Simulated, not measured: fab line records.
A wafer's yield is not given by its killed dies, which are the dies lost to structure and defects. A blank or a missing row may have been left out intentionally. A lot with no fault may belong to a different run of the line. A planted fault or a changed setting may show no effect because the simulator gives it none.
Chamber matching || flow gf180mcu || GF_V1_CMP_26 on cmp-02 has 4 sister chambers
The step polishes, stops on SiO2, t overpolish 15 s, target thk 0 nm. 4 wafers are shown with their chamber, then 10 later ones without.

WAFERS PAIRED WITH THEIR CHAMBERS
{"wafer": "L572.6", "chamber": 2, "motor_current_A (A)": 9.9}
{"wafer": "L573.3", "chamber": 3, "motor_current_A (A)": 10.9}
{"wafer": "L574.2", "chamber": 0, "motor_current_A (A)": 10.5}
{"wafer": "L574.3", "chamber": 1, "motor_current_A (A)": 11.4}

WAFERS WITHOUT THEIR CHAMBER
{"wafer": "L574.5", "motor_current_A (A)": 10.4}
{"wafer": "L575.3", "motor_current_A (A)": 10.6}
{"wafer": "L575.4", "motor_current_A (A)": 11.6}
{"wafer": "L575.5", "motor_current_A (A)": 11.2}
{"wafer": "L576.1", "motor_current_A (A)": 9.8}
{"wafer": "L576.3", "motor_current_A (A)": 10.6}
{"wafer": "L576.5", "motor_current_A (A)": 10.0}
{"wafer": "L581.4", "motor_current_A (A)": 10.5}
{"wafer": "L581.5", "motor_current_A (A)": 10.6}
{"wafer": "L581.6", "motor_current_A (A)": 10.9}

WHICH CHAMBER EACH ONE RAN IN
{"wafer": "L574.5", "from the rows above": 0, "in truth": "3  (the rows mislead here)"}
{"wafer": "L575.3", "from the rows above": "can't be placed: 0 or 3", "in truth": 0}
{"wafer": "L575.4", "from the rows above": 1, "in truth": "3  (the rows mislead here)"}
{"wafer": "L575.5", "from the rows above": "can't be placed: 1 or 3", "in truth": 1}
{"wafer": "L576.1", "from the rows above": 2, "in truth": 2}
{"wafer": "L576.3", "from the rows above": "can't be placed: 0 or 3", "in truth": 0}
{"wafer": "L576.5", "from the rows above": 2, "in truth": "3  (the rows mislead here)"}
{"wafer": "L581.4", "from the rows above": 0, "in truth": 0}
{"wafer": "L581.5", "from the rows above": "can't be placed: 0 or 3", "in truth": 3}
{"wafer": "L581.6", "from the rows above": 3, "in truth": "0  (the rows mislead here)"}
2 of 10 placed correctly. Can't be placed from these rows: 4 (the true chamber is among the candidates in 4). Number placed wrongly: 4.
How it was worked out, from the rows above alone: a wafer's distance from a chamber is the root of the sum, over the readings, of the square of ((its reading less the chamber's mean) divided by the reading's scatter). If the next closest chamber is less than 2 further off than the closest, the wafer can't be placed; otherwise it belongs to the closest. For every chamber, the mean is computed from those of its wafers that are shown. The scatter: root of mean squared gap, hidden wafer to nearest shown wafer, with one shown wafer a chamber.
